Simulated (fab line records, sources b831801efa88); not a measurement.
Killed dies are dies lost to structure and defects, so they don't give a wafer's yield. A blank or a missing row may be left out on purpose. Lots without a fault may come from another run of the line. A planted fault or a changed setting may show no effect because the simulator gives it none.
fab line records | flow sky130
record lots=6 wafers=18 last_day=50
route steps=708 shown PWDE@48 NWELL@56 VT_ADJUST_HVTP@85 PAD_OPEN@708
lots that met no fault: from a run of the same line without faults
start_h: hours from the record's first day to the start of the lot's first wafer shown | wait_h: hours since the lot's step before | " the same as in the row above | L1.1+2: a row that stands for several wafers | - no value, or no start given | * or withheld: withheld | < > ~ a bound
route shown NAME@n: a module of which the file shows steps, and the number in the route of the first | usual: mean/standard deviation of fault-free wafers | same: alike in all rows | chamber/n: place in a boat | sites: the reading at each site | _std_site: their standard deviation | _edge_site: outer sites' mean less inner sites' | radius_mm: how far each site lies from the wafer's centre | mask NAME#n: copy n | behind: the tool/chamber that last shaped the wafer | hold: why the lot was held/for how many hours/how that ended | device: the transistor (n, p or np) that didn't switch | end of line: the same wafers' tests at the end of the route | a step without rows: its recipe alone | killed: dies lost to structure and defects at the first sort, not the wafer's yield | map: a wafer's dies, x killed, . not, _ none there
set.NAME: the setting as run; set.NAME@STEP: as run at that earlier step | model.NAME: the simulator's own value behind a step, which no gauge read
lots at some steps of the route; a table a step, a row a wafer
services: from which hour (start_h, from the record's first day; less than 0 if before it) a tool's chamber was out of use, for how many hours, and why
## steps
# step SKY_PWDE_SOFTBAKE_03
# recipe temp_c=110 time_s=withheld
# step SKY_PWDE_EXPOSE_04
# recipe mask_id=PWDEM na=0.6 source_shape=conventional sigma_outer=0.6 polarization=unpolarized target_cd_nm=840 dose_mj=214
# step SKY_PWDE_PEB_05
# recipe temp_c=115 time_s=withheld
# step SKY_PWDE_DEVELOP_06
# recipe wall_angle_deg=90 developer=TMAH develop_time_s=60 dev_temp_c=23
# step SKY_PWDE_OVL_MEAS_07
# usual PWDE_OVL=0.0/1.4
# columns lot.wafer tool chamber start_h wait_h PWDE_OVL[nm]
L695.4 overlay-01 - 84.50 - -1.8
L695.5 " - " " -0.4
L695.6 " - " " -1.8
L701.3 overlay-02 - 118.81 - 3.0
L701.4 " - " " 3.2
L701.5 " - " " 1.6
L702.2 overlay-02 - 124.50 - 2.9
L702.5 " - " " 3.2
L702.6 " - " " 2.8
L708.1 overlay-01 - 156.53 - 0.2
L708.5 " - " " -0.3
L708.6 " - " " 1.3
L713.4 overlay-01 - 187.40 - -1.4
L713.5 " - " " -1.2
L713.6 " - " " -1.4
L714.1 overlay-02 - 191.88 - -2.0
L714.4 " - " " 0.8
L714.5 " - " " -0.6
# step SKY_PWDE_IMPLANT_08
# recipe species=B energy_kev=150 dose_cm2=3.6e+12 tilt_deg=withheld
# step SKY_PWDE_STRIP_09
# recipe chemistry=O2/N2 power_w=1400 pressure_mtorr=1500 platen_temp_c=withheld o2_flow_sccm=3000 n2_flow_sccm=300 overash_fraction=0.5
# usual drypump_motor_current_A=5.59/0.22 o2_flow_sccm=2999/9.5 oes_product_au=0.722/0.004 strip_time_to_endpoint_s=36.92/0.089
# columns lot.wafer tool chamber start_h wait_h drypump_motor_current_A o2_flow_sccm oes_product_au rf_hours_counter_h strip_time_to_endpoint_s
L695.4 plasma_asher-02 0 84.85 0.1 5.36 3011 0.721 - 37.01
L695.5 " 0 " " 5.38 3006 0.722 - 36.87
L695.6 " 1 " " 5.72 2994 0.718 - 36.95
L701.3 plasma_asher-02 1 119.02 0.1 5.71 2992 0.712 - 36.93
L701.4 " 0 " " 5.35 2997 0.724 - 37.00
L701.5 " 1 " " 5.69 3003 0.720 - 36.92
L702.2 plasma_asher-04 1 124.68 0.1 5.68 3000 0.716 0 37.02
L702.5 " 1 " " 5.72 3004 0.721 - 36.96
L702.6 " 0 " " 6.06 2979 0.723 - 37.02
L708.1 plasma_asher-04 0 156.72 0.1 6.08 2991 0.720 3 36.97
L708.5 " 0 " " 6.08 2998 0.724 - 37.02
L708.6 " 1 " " 5.65 3006 0.725 - 36.97
L713.4 plasma_asher-01 1 187.60 0.1 5.39 2993 0.725 - 36.75
L713.5 " 0 " " 5.52 3019 0.722 - 36.78
L713.6 " 1 " " 5.42 2994 0.713 - 36.78
L714.1 plasma_asher-02 0 192.07 0.1 5.38 3004 0.719 36 36.86
L714.4 " 0 " " 5.38 3010 0.720 - 36.82
L714.5 " 1 " " 5.73 3006 0.719 - 36.94
# step SKY_PWDE_TW_MEAS_10
# usual PWDE_TW=372/4
# columns lot.wafer tool chamber start_h wait_h PWDE_TW
L695.4 film_metro-04 - 84.95 0.1 365
L695.5 " - " " 366
L695.6 " - " " 366
L701.3 film_metro-02 - 119.10 0.1 377
L701.4 " - " " 375
L701.5 " - " " 374
L702.2 film_metro-01 - 124.79 0.1 370
L702.5 " - " " 369
L702.6 " - " " 371
L708.1 film_metro-01 - 156.82 0.1 370
L708.5 " - " " 371
L708.6 " - " " 371
L713.4 film_metro-02 - 187.70 0.1 378
L713.5 " - " " 376
L713.6 " - " " 378
L714.1 film_metro-04 - 192.17 0.1 367
L714.4 " - " " 364
L714.5 " - " " 366
# step SKY_NWELL_DEHYDRATE_03
# recipe temp_c=200 time_s=60
# step SKY_NWELL_HMDS_04
# recipe prime_time_s=60 prime_temp_c=120
# step SKY_NWELL_COAT_05
# recipe spin_rpm=2000 resist_thk_nm=3000
# step SKY_NWELL_SOFTBAKE_06
# recipe temp_c=110 time_s=withheld
# step SKY_NWELL_EXPOSE_07
# recipe mask_id=NWM na=0.6 source_shape=conventional sigma_outer=0.6 polarization=unpolarized target_cd_nm=840 dose_mj=255
# usual reticle_temp_C=23.02/0.1
# columns lot.wafer tool chamber start_h wait_h mask reticle_temp_C
L695.4 iline_stepper-02 0 93.84 - NWM#0 23.04
L695.5 " 0 " " NWM#0 23.04
L695.6 " 0 " " NWM#0 22.91
L701.3 iline_stepper-01 0 128.54 - NWM#0 22.92
L701.4 " 0 " " NWM#0 23.02
L701.5 " 0 " " NWM#0 22.98
L702.2 iline_stepper-01 0 134.32 - NWM#0 23.07
L702.5 " 0 " " NWM#0 23.17
L702.6 " 0 " " NWM#0 23.12
L708.1 iline_stepper-02 0 167.30 - NWM#0 22.87
L708.5 " 0 " " NWM#0 22.90
L708.6 " 0 " " NWM#0 22.93
L713.4 iline_stepper-01 0 198.71 - NWM#0 23.09
L713.5 " 0 " " NWM#0 23.08
L713.6 " 0 " " NWM#0 23.13
L714.1 iline_stepper-02 0 202.00 - NWM#0 23.22
L714.4 " 0 " " NWM#0 23.07
L714.5 " 0 " " NWM#0 23.02
# step SKY_NWELL_PEB_08
# recipe temp_c=115 time_s=withheld
# step SKY_NWELL_DEVELOP_09
# recipe wall_angle_deg=90 developer=TMAH develop_time_s=60 dev_temp_c=23
# step SKY_NWELL_OVL_MEAS_10
# usual NWELL_00_OVL=0.9/1.2
# columns lot.wafer tool chamber start_h wait_h NWELL_00_OVL[nm]
L695.4 overlay-02 - 102.80 - 1.5
L695.5 " - " " 2.7
L695.6 " - " " 2.9
L701.3 overlay-01 - 137.24 - 0.9
L701.4 " - " " 0.4
L701.5 " - " " -0.4
L702.2 overlay-01 - 142.74 - 0.6
L702.5 " - " " 2.5
L702.6 " - " " 0.9
L708.1 overlay-02 - 177.03 - -0.1
L708.5 " - " " -0.4
L708.6 " - " " 0.8
L713.4 overlay-02 - 208.15 - 1.4
L713.5 " - " " 2.2
L713.6 " - " " 1.3
L714.1 overlay-01 - 212.41 - -1.3
L714.4 " - " " 0.5
L714.5 " - " " -0.3
# step SKY_NWELL_IMPLANT_11
# recipe species=P energy_kev=400 dose_cm2=1.9e+13 tilt_deg=withheld
# step SKY_NWELL_IMPLANT_12
# recipe species=P energy_kev=120 dose_cm2=1.3e+12 tilt_deg=withheld
# step SKY_NWELL_IMPLANT_13
# recipe species=P energy_kev=50 dose_cm2=7e+11 tilt_deg=withheld
# step SKY_NWELL_STRIP_14
# recipe chemistry=O2/N2 power_w=1400 pressure_mtorr=1500 platen_temp_c=withheld o2_flow_sccm=3000 n2_flow_sccm=300 overash_fraction=0.5
# usual drypump_motor_current_A=5.53/0.24 o2_flow_sccm=3000/10 oes_product_au=0.722/0.0044 strip_time_to_endpoint_s=36.89/0.11
# columns lot.wafer tool chamber start_h wait_h drypump_motor_current_A o2_flow_sccm oes_product_au rf_hours_counter_h strip_time_to_endpoint_s
L695.4 plasma_asher-02 1 103.30 0.1 5.69 3000 0.719 - 36.89
L695.5 " 1 " " 5.68 3000 0.719 - 36.96
L695.6 " 0 " " 5.38 2994 0.715 - 36.85
L701.3 plasma_asher-03 0 137.75 0.1 5.20 3011 0.720 - 36.95
L701.4 " 1 " " 5.90 2987 0.728 - 36.96
L701.5 " 0 " " 5.18 3007 0.720 - 36.91
L702.2 plasma_asher-02 0 143.22 0.1 5.40 2992 0.718 32 36.91
L702.5 " 1 " " 5.73 3000 0.725 - 36.90
L702.6 " 0 " " 5.37 2998 0.723 - 36.79
L708.1 plasma_asher-03 0 177.52 0.1 5.19 2987 0.721 51 36.92
L708.5 " 0 " " 5.21 2992 0.722 - 36.85
L708.6 " 1 " " 5.89 2995 0.722 - 36.85
L713.4 plasma_asher-01 0 208.65 0.1 5.52 3013 0.724 - 36.71
L713.5 " 1 " " 5.39 3000 0.728 - 36.88
L713.6 " 0 " " 5.51 3011 0.724 - 36.68
L714.1 plasma_asher-02 1 212.90 0.1 5.71 2983 0.717 38 37.04
L714.4 " 1 " " 5.71 2998 0.720 - 36.83
L714.5 " 0 " " 5.37 2980 0.722 - 36.93
# step SKY_NWELL_TW_MEAS_15
# usual NWELL_TW=1814/19
# columns lot.wafer tool chamber start_h wait_h NWELL_TW
L695.4 film_metro-01 - 103.40 0.1 1801
L695.5 " - " " 1808
L695.6 " - " " 1804
L701.3 film_metro-02 - 137.84 0.1 1822
L701.4 " - " " 1835
L701.5 " - " " 1833
L702.2 film_metro-04 - 143.33 0.1 1777
L702.5 " - " " 1779
L702.6 " - " " 1775
L708.1 film_metro-02 - 177.62 0.1 1846
L708.5 " - " " 1841
L708.6 " - " " 1837
L713.4 film_metro-04 - 208.74 0.1 1781
L713.5 " - " " 1792
L713.6 " - " " 1790
L714.1 film_metro-02 - 213.00 0.1 1822
L714.4 " - " " 1829
L714.5 " - " " 1834
# step SKY_NWELL_DEHYDRATE_16
# recipe temp_c=200 time_s=60
# step SKY_NWELL_HMDS_17
# recipe prime_time_s=60 prime_temp_c=120
# step SKY_NWELL_COAT_18
# recipe spin_rpm=2000 resist_thk_nm=3000
# step SKY_NWELL_SOFTBAKE_19
# recipe temp_c=110 time_s=withheld
# step SKY_NWELL_EXPOSE_20
# recipe mask_id=NWM_COMPLEMENT na=0.6 source_shape=conventional sigma_outer=0.6 polarization=unpolarized target_cd_nm=840 dose_mj=260
# step SKY_NWELL_PEB_21
# recipe temp_c=115 time_s=withheld
# step SKY_NWELL_DEVELOP_22
# recipe wall_angle_deg=90 developer=TMAH develop_time_s=60 dev_temp_c=23
# step SKY_NWELL_OVL_MEAS_23
# usual NWELL_01_OVL=0.6/1.4
# columns lot.wafer tool chamber start_h wait_h NWELL_01_OVL[nm]
L695.4 overlay-01 - 121.73 - -0.8
L695.5 " - " " -0.2
L695.6 " - " " 0.4
L701.3 overlay-02 - 156.08 - 0.9
L701.4 " - " " 0.5
L701.5 " - " " -0.9
L702.2 overlay-01 - 162.24 - 0.1
L702.5 " - " " -1.0
L702.6 " - " " -0.2
L708.1 overlay-01 - 197.80 - -1.1
L708.5 " - " " 1.2
L708.6 " - " " 1.2
L713.4 overlay-01 - 231.00 - 0.8
L713.5 " - " " -0.6
L713.6 " - " " -0.1
L714.1 overlay-01 - 235.48 - -0.7
L714.4 " - " " 0.1
L714.5 " - " " -1.1
# step SKY_NWELL_IMPLANT_24
# recipe species=B energy_kev=140 dose_cm2=9.2e+12 tilt_deg=withheld
# step SKY_NWELL_STRIP_25
# recipe chemistry=O2/N2 power_w=1400 pressure_mtorr=1500 platen_temp_c=withheld o2_flow_sccm=3000 n2_flow_sccm=300 overash_fraction=0.5
# usual drypump_motor_current_A=5.54/0.24 o2_flow_sccm=3000/9.5 oes_product_au=0.723/0.0046 strip_time_to_endpoint_s=36.85/0.1
# columns lot.wafer tool chamber start_h wait_h drypump_motor_current_A o2_flow_sccm oes_product_au rf_hours_counter_h strip_time_to_endpoint_s
L695.4 plasma_asher-02 1 121.93 0.1 5.72 2999 0.724 - 36.94
L695.5 " 1 " " 5.71 2999 0.728 - 36.87
L695.6 " 0 " " 5.36 3006 0.721 - 36.92
L701.3 plasma_asher-02 1 156.28 0.1 5.72 2997 0.720 - 36.82
L701.4 " 0 " " 5.39 2996 0.722 - 36.84
L701.5 " 1 " " 5.73 2999 0.722 - 36.76
L702.2 plasma_asher-02 1 162.42 0.1 5.68 3008 0.723 33 36.86
L702.5 " 0 " " 5.38 2969 0.715 - 36.84
L702.6 " 1 " " 5.68 3002 0.721 - 36.79
L708.1 plasma_asher-03 1 197.99 0.1 5.90 2995 0.718 53 36.99
L708.5 " 0 " " 5.21 2996 0.722 - 37.01
L708.6 " 1 " " 5.91 2997 0.727 - 36.93
L713.4 plasma_asher-01 0 231.20 0.1 5.55 3022 0.721 - 36.90
L713.5 " 1 " " 5.38 3004 0.712 - 36.92
L713.6 " 0 " " 5.53 3005 0.723 - 36.92
L714.1 plasma_asher-03 1 235.66 0.1 5.91 3007 0.717 55 36.79
L714.4 " 1 " " 5.93 3003 0.721 - 36.92
L714.5 " 0 " " 5.20 3005 0.717 - 36.92
# step SKY_NWELL_TW_MEAS_26
# usual NWELL_2_TW=492/4.9
# columns lot.wafer tool chamber start_h wait_h NWELL_2_TW
L695.4 film_metro-02 - 122.03 0.1 497
L695.5 " - " " 503
L695.6 " - " " 500
L701.3 film_metro-01 - 156.37 0.1 491
L701.4 " - " " 491
L701.5 " - " " 494
L702.2 film_metro-01 - 162.53 0.1 490
L702.5 " - " " 493
L702.6 " - " " 493
L708.1 film_metro-04 - 198.09 0.1 487
L708.5 " - " " 490
L708.6 " - " " 488
L713.4 film_metro-04 - 231.29 0.1 491
L713.5 " - " " 489
L713.6 " - " " 487
L714.1 film_metro-04 - 235.76 0.1 490
L714.4 " - " " 492
L714.5 " - " " 485
# step SKY_NWELL_CLEAN_27
# recipe chemistry=SC1/SC2 mix=1:4:20 temp_c=70 time_s=150 dry=n2_spin
# step SKY_NWELL_RTA_28
# recipe temp_c=1050 time_s=30 idle_temp_c=650 ramp_up_c_per_s=150 ramp_down_c_per_s=90 ambient=N2
# usual lamp_power_pct=25.31/0.051 wafer_temp_C_max=1054.8/0.87
# columns lot.wafer tool chamber start_h wait_h lamp_power_pct wafer_temp_C_max
L695.4 rtp_anneal-01 0 122.16 0.1 25.40 1054.7
L695.5 " 0 " " 25.33 1055.1
L695.6 " 0 " " 25.26 1056.1
L701.3 rtp_anneal-01 0 156.49 0.0 25.36 1054.0
L701.4 " 0 " " 25.36 1055.2
L701.5 " 0 " " 25.30 1055.3
L702.2 rtp_anneal-01 0 162.64 0.0 25.31 1054.4
L702.5 " 0 " " 25.27 1055.7
L702.6 " 0 " " 25.27 1054.3
L708.1 rtp_anneal-02 0 198.20 0.0 25.27 1053.3
L708.5 " 0 " " 25.21 1055.2
L708.6 " 0 " " 25.28 1054.1
L713.4 rtp_anneal-01 0 231.42 0.1 25.24 1055.3
L713.5 " 0 " " 25.25 1055.3
L713.6 " 0 " " 25.28 1054.1
L714.1 rtp_anneal-02 0 235.87 0.0 25.32 1054.3
L714.4 " 0 " " 25.33 1058.0
L714.5 " 0 " " 25.28 1054.4
# step SKY_NWELL_RS_MEAS_29
# recipe thk_meas_gauge=four-point-probe
# usual NWELL_RS=624.8/1.3
# columns lot.wafer tool chamber start_h wait_h NWELL_RS[ohm/sq]
L695.4 film_metro-01 - 122.27 0.1 625.9
L695.5 " - " " 626.8
L695.6 " - " " 625.8
L701.3 film_metro-04 - 156.60 0.1 625.4
L701.4 " - " " 627.3
L701.5 " - " " 626.1
L702.2 film_metro-02 - 162.75 0.1 626.0
L702.5 " - " " 625.6
L702.6 " - " " 623.8
L708.1 film_metro-02 - 198.30 0.1 625.7
L708.5 " - " " 624.0
L708.6 " - " " 626.2
L713.4 film_metro-04 - 231.53 0.1 625.7
L713.5 " - " " 625.3
L713.6 " - " " 625.4
L714.1 film_metro-02 - 235.97 0.1 625.1
L714.4 " - " " 625.4
L714.5 " - " " 625.1
# step SKY_NWELL_RS_MEAS_31
# recipe thk_meas_gauge=four-point-probe
# usual PWDE_RS=5280/20
# columns lot.wafer tool chamber start_h wait_h PWDE_RS[ohm/sq]
L695.4 film_metro-01 - 122.51 0.1 5268
L695.5 " - " " 5281
L695.6 " - " " 5295
L701.3 film_metro-04 - 156.84 0.1 5283
L701.4 " - " " 5273
L701.5 " - " " 5282
L702.2 film_metro-02 - 162.99 0.1 5303
L702.5 " - " " 5319
L702.6 " - " " 5291
L708.1 film_metro-02 - 198.54 0.1 5265
L708.5 " - " " 5287
L708.6 " - " " 5284
L713.4 film_metro-04 - 231.77 0.1 5286
L713.5 " - " " 5306
L713.6 " - " " 5307
L714.1 film_metro-02 - 236.21 0.1 5288
L714.4 " - " " 5301
L714.5 " - " " 5298
# step SKY_VT_ADJUST_HVTP_DEHYDRATE_00
# recipe temp_c=200 time_s=60
# step SKY_VT_ADJUST_HVTP_HMDS_01
# recipe prime_time_s=60 prime_temp_c=120
# step SKY_VT_ADJUST_HVTP_COAT_02
# recipe resist=NOVOLAK spin_rpm=3000 resist_thk_nm=1140
# step SKY_VT_ADJUST_HVTP_SOFTBAKE_03
# recipe temp_c=90 time_s=60 resist=NOVOLAK
# step SKY_VT_ADJUST_HVTP_EXPOSE_04
# recipe mask_id=HVTPM na=0.6 source_shape=conventional sigma_outer=0.6 polarization=unpolarized target_cd_nm=380 dose_mj=140
# step SKY_PAD_OPEN_PROBE_99
# usual killed_at_M0_to_M3=45/6.6 killed_at_M4_up=3.1/1.6 killed_at_contacts=24/5 killed_at_front_end=14/4.4 killed_at_other=0.3/0.58 killed_dies=87/9.2 killed_open=47/6.7 killed_short=40/6.4
# same gross_dies=492 killed_at_back_side=0
# columns lot.wafer tool chamber start_h wait_h killed_at_M0_to_M3 killed_at_M4_up killed_at_contacts killed_at_front_end killed_at_other killed_dies killed_open killed_short model.etest.res_nwell.width_nm model.etest.res_iso_pwell.width_nm
L695.4 prober-02 - 1096.06 0.2 49 1 16 11 1 78 39 39 827.9 2647
L695.5 prober-02 - 1096.11 0.2 39 2 18 7 2 68 39 29 826.1 2649
L695.6 prober-02 - 1096.16 0.2 33 2 23 12 1 71 34 37 836.6 2653
L701.3 prober-02 - 1126.25 0.2 43 3 16 19 0 81 46 35 842.6 2639
L701.4 prober-02 - 1126.30 0.2 51 3 15 11 0 80 42 38 838 2642
L701.5 prober-02 - 1126.35 0.2 43 3 23 25 0 94 50 44 860.6 2631
L702.2 prober-01 - 1131.60 0.1 47 3 25 19 0 94 53 41 881.9 2620
L702.5 prober-01 - 1131.75 0.2 44 3 24 25 1 97 49 48 875 2623
L702.6 prober-01 - 1131.80 0.2 42 5 30 30 0 107 61 46 845.1 2628
L708.1 prober-01 - 1171.35 0.1 43 3 17 22 0 85 45 40 836.4 2641
L708.5 prober-01 - 1171.55 0.2 33 5 29 11 0 78 44 34 833.2 2658
L708.6 prober-01 - 1171.60 0.2 40 2 38 20 0 100 52 48 838.2 2655
L713.4 prober-02 - 1190.56 0.2 45 4 23 9 0 81 47 34 839.4 2653
L713.5 prober-02 - 1190.61 0.2 42 1 26 8 0 77 44 33 841 2647
L713.6 prober-02 - 1190.66 0.2 35 3 33 13 0 84 45 39 834.1 2630
L714.1 prober-01 - 1193.60 0.1 47 2 25 17 1 92 50 42 836.9 2648
L714.4 prober-01 - 1193.75 0.2 50 1 31 14 0 96 49 47 843.7 2641
L714.5 prober-01 - 1193.80 0.2 44 5 23 24 0 96 52 44 841.1 2642
# killed by level:class
L695.4 VIA3:geometric_particle:open=10 VIA2:geometric_particle:short=9 VIA1:geometric_particle:open=8 METAL2:geometric_particle:short=5 CONTACT:geometric_particle:open=5 METAL1:geometric_particle:short=5 LI_CONTACT:geometric_particle:open=4 METAL1:geometric_particle:open=4
L695.5 VIA2:geometric_particle:open=11 VIA1:geometric_particle:open=7 LI_CONTACT:geometric_particle:open=6 LOCAL_INTERCONNECT:geometric_particle:short=4 METAL1:geometric_particle:short=4 METAL2:geometric_particle:short=4 VIA2:geometric_particle:short=4 VIA3:geometric_particle:open=4
L695.6 LI_CONTACT:geometric_particle:short=6 CONTACT:geometric_particle:short=6 VIA2:geometric_particle:open=6 VIA3:geometric_particle:open=6 CONTACT:geometric_particle:open=5 FIELD_ISO:geometric_particle:short=4 VIA1:geometric_particle:open=4 POLY_GATE:geometric_particle:open=3
L701.3 METAL2:geometric_particle:short=10 METAL1:geometric_particle:short=9 VIA1:geometric_particle:open=9 CONTACT:geometric_particle:open=7 VIA2:geometric_particle:open=7 POLY_GATE:geometric_particle:short=5 LI_CONTACT:geometric_particle:open=5 VIA3:geometric_particle:open=5
L701.4 VIA1:geometric_particle:open=16 METAL1:geometric_particle:short=9 CONTACT:geometric_particle:open=7 VIA2:geometric_particle:open=6 FIELD_ISO:geometric_particle:short=5 VIA1:geometric_particle:short=5 METAL2:geometric_particle:short=5 VIA2:geometric_particle:short=3
L701.5 CONTACT:geometric_particle:open=13 POLY_GATE:geometric_particle:short=9 VIA2:geometric_particle:open=9 VIA1:geometric_particle:open=7 METAL2:geometric_particle:short=7 POLY_GATE:geometric_particle:open=6 METAL1:geometric_particle:short=6 VIA3:geometric_particle:open=6
L702.2 VIA1:geometric_particle:open=17 CONTACT:geometric_particle:open=10 CONTACT:geometric_particle:short=7 VIA2:geometric_particle:short=6 FIELD_ISO:geometric_particle:short=5 POLY_GATE:geometric_particle:short=5 POLY_GATE:geometric_particle:open=5 METAL2:geometric_particle:open=5
L702.5 POLY_GATE:geometric_particle:short=9 VIA1:geometric_particle:open=9 FIELD_ISO:geometric_particle:open=8 VIA1:geometric_particle:short=8 VIA2:geometric_particle:open=8 CONTACT:geometric_particle:open=7 LI_CONTACT:geometric_particle:open=7 VIA3:geometric_particle:open=5
L702.6 CONTACT:geometric_particle:open=12 VIA1:geometric_particle:open=9 FIELD_ISO:geometric_particle:open=8 CONTACT:geometric_particle:short=8 POLY_GATE:geometric_particle:short=7 POLY_GATE:geometric_particle:open=7 VIA2:geometric_particle:open=7 FIELD_ISO:geometric_particle:short=6
L708.1 VIA3:geometric_particle:short=8 CONTACT:geometric_particle:open=8 VIA1:geometric_particle:short=8 POLY_GATE:geometric_particle:open=7 VIA2:geometric_particle:open=6 VIA1:geometric_particle:open=6 LI_CONTACT:geometric_particle:open=5 POLY_GATE:geometric_particle:short=4
L708.5 CONTACT:geometric_particle:open=9 LI_CONTACT:geometric_particle:open=7 CONTACT:geometric_particle:short=6 VIA3:geometric_particle:open=6 VIA1:geometric_particle:open=5 VIA2:geometric_particle:open=5 POLY_GATE:geometric_particle:short=4 LOCAL_INTERCONNECT:geometric_particle:short=4
L708.6 LI_CONTACT:geometric_particle:open=10 CONTACT:geometric_particle:open=10 LOCAL_INTERCONNECT:geometric_particle:short=8 VIA1:geometric_particle:open=8 METAL1:geometric_particle:short=7 CONTACT:geometric_particle:short=5 METAL2:geometric_particle:short=5 VIA2:geometric_particle:short=5
L713.4 VIA1:geometric_particle:open=11 VIA2:geometric_particle:open=8 CONTACT:geometric_particle:open=7 LI_CONTACT:geometric_particle:short=6 METAL2:geometric_particle:open=5 LI_CONTACT:geometric_particle:open=4 LOCAL_INTERCONNECT:geometric_particle:short=4 METAL2:geometric_particle:short=4
L713.5 VIA1:geometric_particle:open=13 METAL2:geometric_particle:short=9 CONTACT:geometric_particle:open=9 LI_CONTACT:geometric_particle:open=7 VIA2:geometric_particle:open=6 CONTACT:geometric_particle:short=5 LOCAL_INTERCONNECT:geometric_particle:short=4 METAL3:geometric_particle:short=4
L713.6 CONTACT:geometric_particle:open=14 METAL2:geometric_particle:short=6 VIA3:geometric_particle:open=6 LOCAL_INTERCONNECT:geometric_particle:short=5 VIA1:geometric_particle:open=5 CONTACT:geometric_particle:short=5 VIA2:geometric_particle:open=5 FIELD_ISO:geometric_particle:short=4
L714.1 VIA1:geometric_particle:open=14 CONTACT:geometric_particle:open=8 VIA3:geometric_particle:open=7 CONTACT:geometric_particle:short=6 FIELD_ISO:geometric_particle:open=5 LOCAL_INTERCONNECT:geometric_particle:short=5 FIELD_ISO:geometric_particle:short=4 LI_CONTACT:geometric_particle:open=4
L714.4 CONTACT:geometric_particle:open=12 VIA1:geometric_particle:open=8 VIA2:geometric_particle:open=7 VIA2:geometric_particle:short=6 LI_CONTACT:geometric_particle:open=6 METAL1:geometric_particle:short=6 LOCAL_INTERCONNECT:geometric_particle:short=6 VIA1:geometric_particle:short=6
L714.5 VIA3:geometric_particle:open=9 CONTACT:geometric_particle:short=9 FIELD_ISO:geometric_particle:open=8 VIA1:geometric_particle:open=8 CONTACT:geometric_particle:open=7 METAL1:geometric_particle:short=5 METAL2:geometric_particle:short=5 VIA2:geometric_particle:open=5
## services
# columns tool chamber start_h hours kind
plasma_asher-04 - 108.75 9.0 pm
plasma_asher-04 0 108.75 15.6 vent_cycle
plasma_asher-04 1 108.75 15.6 vent_cycle
plasma_asher-04 - 110.18 14.2 repair
plasma_asher-04 0 117.75 - clean
plasma_asher-04 1 117.75 - clean
iline_stepper-02 - 139.26 1.7 pm
plasma_asher-02 - 157.88 2.9 repair
iline_stepper-01 - 163.71 8.9 pm
iline_stepper-02 - 174.78 - consumable_replace:lamp
iline_stepper-01 - 186.75 1.5 repair
plasma_asher-01 - 188.37 2.8 pm
iline_stepper-01 - 201.50 2.1 pm
iline_stepper-01 - 203.58 - consumable_replace:lamp
plasma_asher-03 - 207.66 15.6 pm
plasma_asher-01 - 207.74 0.8 repair
iline_stepper-01 - 211.61 12.5 repair
iline_stepper-01 - 216.43 22.5 repair
## key
first_sign none at tools or gauges
model_effect step=SKY_PAD_OPEN_PROBE_99 value=etest.res_nwell.width_nm without=846.1 struck=872.5
met_at SKY_NWELL_EXPOSE_07
struck_wafers L701.5,L702.2,L702.5
tester_left_out L701,L702
fault kind=process_parameter_drift tool=iline_stepper-01 chamber=- onset_h=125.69 steps=SKY_NWELL_EXPOSE_07 channel=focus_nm offset=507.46 shape=step end_h=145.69 scope=struck_wafers_only
# tester_left_out: of these lots the tester's yield and bins aren't shown, on N5 and GAA mostly nor the transistor test; their killed dies are dies lost to structure and defects alone, not to doping, threshold or leakage, so they don't give the yield
